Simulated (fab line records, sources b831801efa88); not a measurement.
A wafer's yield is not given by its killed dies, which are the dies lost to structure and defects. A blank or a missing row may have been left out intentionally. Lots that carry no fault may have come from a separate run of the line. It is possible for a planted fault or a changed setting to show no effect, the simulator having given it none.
A lot that was struck, set against a sound lot :: flow sky130 :: 18 steps out of a route of 708
Sound: these wafers, L569.4, L569.5, L569.6. Wafers struck: L582.3, L582.4, L582.6. The cause is given at the end.
Each step with rows lists, per side, the tool, then ch with its chambers, then its first start. Under that, the readings that differ: sound wafers :: struck wafers :: difference of the means :: sigmas: that difference in standard deviations of wafers without a fault.
alike: words and numbers the same on both sides, and readings whose means are apart by under 2 such deviations; not compared: readings that were withheld, readings missing a value for some wafer, numbers with overlapping values and no deviation given by the record, and bounds like >300 which may hide the same value.
Wherever a step has rows on one side only, a row that says differs or no value, or a row with sigmas, the two part there. Numbers that have no deviation but don't overlap get no sigmas and don't part them. A reading that every wafer of one side lacks parts them only if that side has two wafers or more.

SKY_LDD_HVP_STRIP_09: strips in O2/N2.
  sound on plasma-asher-04 ch 0,1, day 24 23:56; struck on plasma-asher-03 ch 0,1, day 27 23:14
  alike: drypump-motor-current-A, oes-product-au, strip-time-to-endpoint-s
  not compared: rf-hours-counter-h
SKY_LDD_HVP_TW_MEAS_10:
  sound on film-metro-01, day 25 00:02; struck on film-metro-02, day 27 23:19
  alike: LDD_HVP_TW
then, 7 steps without rows for these wafers: SKY_LDD_LDN_DEHYDRATE_00 (time 60 s); SKY_LDD_LDN_HMDS_01 (prime time 60 s); SKY_LDD_LDN_COAT_02 (resist thk 1140 nm); SKY_LDD_LDN_SOFTBAKE_03 (time 60 s); SKY_LDD_LDN_EXPOSE_04 (exposes mask LDNTM, target cd 700 nm); SKY_LDD_LDN_PEB_05; SKY_LDD_LDN_DEVELOP_06 (develop time 60 s).
SKY_LDD_LDN_OVL_MEAS_07:
  sound on overlay-01, day 26 05:20; struck on overlay-01, day 29 04:10
  alike: LDD_LDN_OVL
then, 2 steps without rows for these wafers: SKY_LDD_LDN_IMPLANT_08; SKY_LDD_LDN_IMPLANT_09.
SKY_LDD_LDN_IMPLANT_10:
  sound on implanter-02 ch 0, day 26 05:43; struck on implanter-01 ch 0, day 29 04:32
reading: dose-ions-cm2
sound: 1.2495e+13 1.2516e+13 1.2507e+13
struck: 1.932e+13 1.9323e+13 1.9317e+13
difference: +6.814e+12
sigmas: +99 or more

reading: faraday-current-uA
sound: 73.3 67.9 71.5
struck: 109.6 109.1 107.0
difference: +37.7
sigmas: +27
next, for these wafers, 1 step has no rows: SKY_LDD_LDN_IMPLANT_11.
SKY_LDD_LDN_STRIP_12: strips in O2/N2.
  sound on plasma-asher-02 ch 0,1, day 26 05:59; struck on plasma-asher-03 ch 0,1, day 29 04:49
  alike: drypump-motor-current-A, oes-product-au, strip-time-to-endpoint-s
  not compared: rf-hours-counter-h
SKY_LDD_LDN_TW_MEAS_13:
  sound on film-metro-04, day 26 06:05; struck on film-metro-01, day 29 04:55
reading: LDD_LDN_TW
sound: 1480 1483 1477
struck: 1536 1542 1548
difference: +62
sigmas: +5
then, 1 step without rows for these wafers: SKY_LDD_LDN_CLEAN_14 (cleans in SC1/SC2, time 150 s).
-- the record jumps here: 21 days lie between the struck wafers' starts before and after (it left off in module LDD_LDN and takes up again in module PAD_OPEN, whose first step shown is number 708 of the route) --
SKY_PAD_OPEN_PROBE_99:
  sound on prober-01, day 48 08:07; struck on prober-02, day 50 01:29
reading: model.etest.tip-sonos.rs-ohm-sq
sound: 2647 2683 2648
struck: 2595 2616 2581
difference: -62
sigmas: 
  alike: killed_at_M0_to_M3, killed_at_M4_up, killed-at-contacts, killed-at-front-end, killed-at-other, killed-dies, killed-open, killed-short

WHERE THEY PART
At SKY_LDD_LDN_IMPLANT_10 first; at SKY_LDD_LDN_TW_MEAS_13 last (within this record only). Later steps at which nothing parts them and some readings are alike: SKY_PAD_OPEN_PROBE_99.

WHY: whatever the simulator had introduced
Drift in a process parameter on implanter-01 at SKY_LDD_LDN_IMPLANT_10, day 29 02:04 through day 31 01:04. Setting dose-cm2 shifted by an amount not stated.
